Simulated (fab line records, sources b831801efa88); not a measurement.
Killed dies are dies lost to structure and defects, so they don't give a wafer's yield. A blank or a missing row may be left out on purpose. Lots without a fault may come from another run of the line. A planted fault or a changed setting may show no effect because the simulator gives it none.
Which tool did it? | flow sky130 | 10 lots, 30 wafers sampled, at 7 steps of a route of 708

WHAT THE GAUGES READ, wafer by wafer
SKY_POLY_CUT_OVL_MEAS_09.
lot  | measured     | on         | POLY_CUT_OVL (nm)
L108 | day 24 17:38 | overlay-01 | -8 -7 -3
L109 | day 25 07:21 | overlay-02 | -4 -3 0
L111 | day 26 00:37 | overlay-01 | 6 1 -1
L112 | day 26 04:02 | overlay-02 | 0 -5 -12
L114 | day 27 01:14 | overlay-01 | 1 5 -1
L115 | day 27 10:53 | overlay-02 | 4 5 5
L118 | day 28 13:17 | overlay-01 | 5 6 7
L121 | day 30 07:17 | overlay-02 | -1 5 4
L126 | day 31 10:59 | overlay-01 | -2 -1 2
L128 | day 31 18:08 | overlay-02 | 9 0 6

SKY_SD_P_TW_MEAS_11.
lot  | measured     | on            | SD_P_TW
L108 | day 25 23:22 | film_metro-02 | 2817 2832 2827
L109 | day 26 12:53 | film_metro-03 | 2797 2799 2817
L111 | day 27 06:11 | film_metro-02 | 2810 2799 2810
L112 | day 27 09:23 | film_metro-03 | 2777 2793 2803
L114 | day 28 06:30 | film_metro-01 | 2834 2864 2853
L115 | day 28 15:57 | film_metro-01 | 2846 2836 2851
L118 | day 29 18:00 | film_metro-02 | 2817 2805 2811
L121 | day 31 10:47 | film_metro-01 | 2914 2920 2907
L126 | day 32 13:58 | film_metro-03 | 2906 2904 2915
L128 | day 32 21:33 | film_metro-01 | 2822 2838 2824

SKY_SD_N_RS_MEAS_17: measures by four-point-probe.
lot  | measured     | on            | SD_P_RS (ohm/sq)
L108 | day 28 11:19 | film_metro-02 | 147.7 148.0 147.3
L109 | day 28 23:17 | film_metro-02 | 146.4 146.9 146.9
L111 | day 29 16:01 | film_metro-03 | 147.3 147.7 147.5
L112 | day 29 18:53 | film_metro-02 | 147.9 147.9 148.0
L114 | day 30 15:23 | film_metro-02 | 147.3 147.3 147.2
L115 | day 31 00:31 | film_metro-02 | 147.0 146.7 146.4
L118 | day 32 02:11 | film_metro-03 | 146.5 146.5 146.9
L121 | day 33 16:27 | film_metro-03 | 143.9 144.2 143.6
L126 | day 34 19:54 | film_metro-02 | 144.0 144.1 144.1
L128 | day 35 02:14 | film_metro-02 | 147.1 147.2 147.1

WHICH TOOL RAN EACH LOT (tool, then ch and the chambers of the sampled wafers, then the start)
lot  | SKY_LDD_HVP_STRIP_09                 | SKY_LDD_LDN_STRIP_12                 | SKY_SD_P_IMPLANT_09             | SKY_SD_P_STRIP_10
L108 | plasma_asher-01 ch 0,1, day 22 03:04 | plasma_asher-04 ch 0,1, day 23 09:53 | implanter-04 ch 0, day 25 23:08 | plasma_asher-03 ch 0,1, day 25 23:16
L109 | plasma_asher-04 ch 0,1, day 22 16:26 | plasma_asher-04 ch 0,1, day 23 23:45 | implanter-01 ch 0, day 26 12:40 | plasma_asher-03 ch 0,1, day 26 12:48
L111 | plasma_asher-02 ch 0,1, day 23 11:29 | plasma_asher-03 ch 0,1, day 24 17:39 | implanter-03 ch 0, day 27 05:58 | plasma_asher-04 ch 0,1, day 27 06:06
L112 | plasma_asher-01 ch 0,1, day 23 14:43 | plasma_asher-03 ch 0,1, day 24 20:50 | implanter-01 ch 0, day 27 09:08 | plasma_asher-03 ch 1, day 27 09:17
L114 | plasma_asher-01 ch 0,1, day 24 12:13 | plasma_asher-04 ch 0,1, day 25 18:58 | implanter-04 ch 0, day 28 06:17 | plasma_asher-04 ch 0,1, day 28 06:25
L115 | plasma_asher-04 ch 0,1, day 24 21:07 | plasma_asher-03 ch 0,1, day 26 03:13 | implanter-04 ch 0, day 28 15:42 | plasma_asher-01 ch 0,1, day 28 15:51
L118 | plasma_asher-01 ch 0,1, day 26 01:26 | plasma_asher-03 ch 0,1, day 27 07:02 | implanter-01 ch 0, day 29 17:45 | plasma_asher-01 ch 0,1, day 29 17:54
L121 | plasma_asher-04 ch 0,1, day 27 19:25 | plasma_asher-03 ch 0,1, day 29 00:23 | implanter-01 ch 0, day 31 10:32 | plasma_asher-03 ch 0,1, day 31 10:41
L126 | plasma_asher-02 ch 0,1, day 29 00:31 | plasma_asher-03 ch 0,1, day 30 05:34 | implanter-01 ch 0, day 32 13:45 | plasma_asher-04 ch 0,1, day 32 13:53
L128 | plasma_asher-01 ch 0,1, day 29 08:56 | plasma_asher-02 ch 0,1, day 30 13:01 | implanter-03 ch 0, day 32 21:20 | plasma_asher-04 ch 0,1, day 32 21:28
- SKY_LDD_HVP_STRIP_09: strips in O2/N2.
- SKY_LDD_LDN_STRIP_12: strips in O2/N2.
- SKY_SD_P_IMPLANT_09
- SKY_SD_P_STRIP_10: strips in O2/N2.

WHAT THE TOOLS THEMSELVES READ (means of the sampled wafers that have a number; where no wafer has one, the mark that the record gives instead)
SKY_LDD_HVP_STRIP_09.
lot  | tool            | drypump_motor_current_A (A) | oes_product_au (a.u.) | strip_time_to_endpoint_s (s)
L108 | plasma_asher-01 | 5.3                         | 0.412                 | 4.145
L109 | plasma_asher-04 | 5.8                         | 0.404                 | 4.115
L111 | plasma_asher-02 | 5.8                         | 0.406                 | 4.135
L112 | plasma_asher-01 | 5.8                         | 0.407                 | 4.135
L114 | plasma_asher-01 | 5.8                         | 0.408                 | 4.114
L115 | plasma_asher-04 | 5.8                         | 0.407                 | 4.145
L118 | plasma_asher-01 | 5.3                         | 0.403                 | 4.149
L121 | plasma_asher-04 | 5.6                         | 0.408                 | 4.126
L126 | plasma_asher-02 | 6.0                         | 0.407                 | 4.142
L128 | plasma_asher-01 | 5.3                         | 0.407                 | 4.119

SKY_LDD_LDN_STRIP_12.
lot  | tool            | drypump_motor_current_A (A) | oes_product_au (a.u.) | strip_time_to_endpoint_s (s)
L108 | plasma_asher-04 | 5.6                         | 0.713                 | 14.27
L109 | plasma_asher-04 | 5.8                         | 0.718                 | 14.18
L111 | plasma_asher-03 | 5.9                         | 0.714                 | 14.26
L112 | plasma_asher-03 | 5.9                         | 0.718                 | 14.19
L114 | plasma_asher-04 | 5.8                         | 0.713                 | 14.14
L115 | plasma_asher-03 | 5.6                         | 0.714                 | 14.16
L118 | plasma_asher-03 | 5.9                         | 0.712                 | 14.23
L121 | plasma_asher-03 | 5.6                         | 0.710                 | 14.18
L126 | plasma_asher-03 | 5.6                         | 0.716                 | 14.16
L128 | plasma_asher-02 | 5.8                         | 0.713                 | 14.22

SKY_SD_P_IMPLANT_09.
lot  | tool         | beam_on_s (s) | dose_ions_cm2 | faraday_current_uA
L108 | implanter-04 | 13.4          | 3e+15         | 12266
L109 | implanter-01 | 15.2          | 3e+15         | 10816
L111 | implanter-03 | 10.6          | 3e+15         | 15201
L112 | implanter-01 | 15.0          | 3e+15         | 10973
L114 | implanter-04 | 13.4          | 3e+15         | 12235
L115 | implanter-04 | 13.6          | 3e+15         | 12058
L118 | implanter-01 | 14.9          | 3e+15         | 11040
L121 | implanter-01 | 18.4          | 4e+15         | 11201
L126 | implanter-01 | 18.9          | 4e+15         | 10879
L128 | implanter-03 | 10.7          | 3e+15         | 15095

SKY_SD_P_STRIP_10.
lot  | tool            | drypump_motor_current_A (A) | oes_product_au (a.u.) | strip_time_to_endpoint_s (s)
L108 | plasma_asher-03 | 5.9                         | 0.614                 | 17.42
L109 | plasma_asher-03 | 5.9                         | 0.612                 | 17.46
L111 | plasma_asher-04 | 5.8                         | 0.617                 | 17.47
L112 | plasma_asher-03 | 5.3                         | 0.617                 | 17.50
L114 | plasma_asher-04 | 5.8                         | 0.621                 | 17.53
L115 | plasma_asher-01 | 5.3                         | 0.616                 | 17.57
L118 | plasma_asher-01 | 5.3                         | 0.613                 | 17.52
L121 | plasma_asher-03 | 5.9                         | 0.608                 | 17.95
L126 | plasma_asher-04 | 5.8                         | 0.607                 | 17.95
L128 | plasma_asher-04 | 5.8                         | 0.617                 | 17.45

THE ANSWER, worked out from the rows above alone
Rule: what is usual is taken from the lots themselves. Put in order of their means at a reading, lots are off if they are a third of the lots or fewer, leave a main group of 4 or more, and stand apart from it by a gap of 3 or more times the standard deviation of the main group's means; of several such gaps the widest counts. A main group whose means are all the same, to the digits that the tables above print for the reading, isn't used. A lot without any number at a reading at which 4 lots or more have one is off too. The other lots that the step has rows for count as sound. The gauges are gone through in route order, then the tools' own readings, and for those a lot's mean is taken as printed above. The first step at which some lot is off is used, and at that step the reading that is off furthest; a lot without a number counts as furthest.
Off: L121, L126, at SKY_SD_P_TW_MEAS_11 (SD_P_TW). The main group: mean 2820, standard deviation 19.
A tool fits if, at a process step before that reading, it ran every lot that is off, and no sound lot after the first of them. The gauges at SKY_SD_P_TW_MEAS_11 aren't tried: what is off there is off at SKY_SD_P_STRIP_10 too, on other tools, and a gauge's error can't cause that. Can't be told from this: 2 tools fit, plasma_asher-03 at SKY_LDD_LDN_STRIP_12, implanter-01 at SKY_SD_P_IMPLANT_09.

WHAT THE SIMULATOR HAD PUT IN
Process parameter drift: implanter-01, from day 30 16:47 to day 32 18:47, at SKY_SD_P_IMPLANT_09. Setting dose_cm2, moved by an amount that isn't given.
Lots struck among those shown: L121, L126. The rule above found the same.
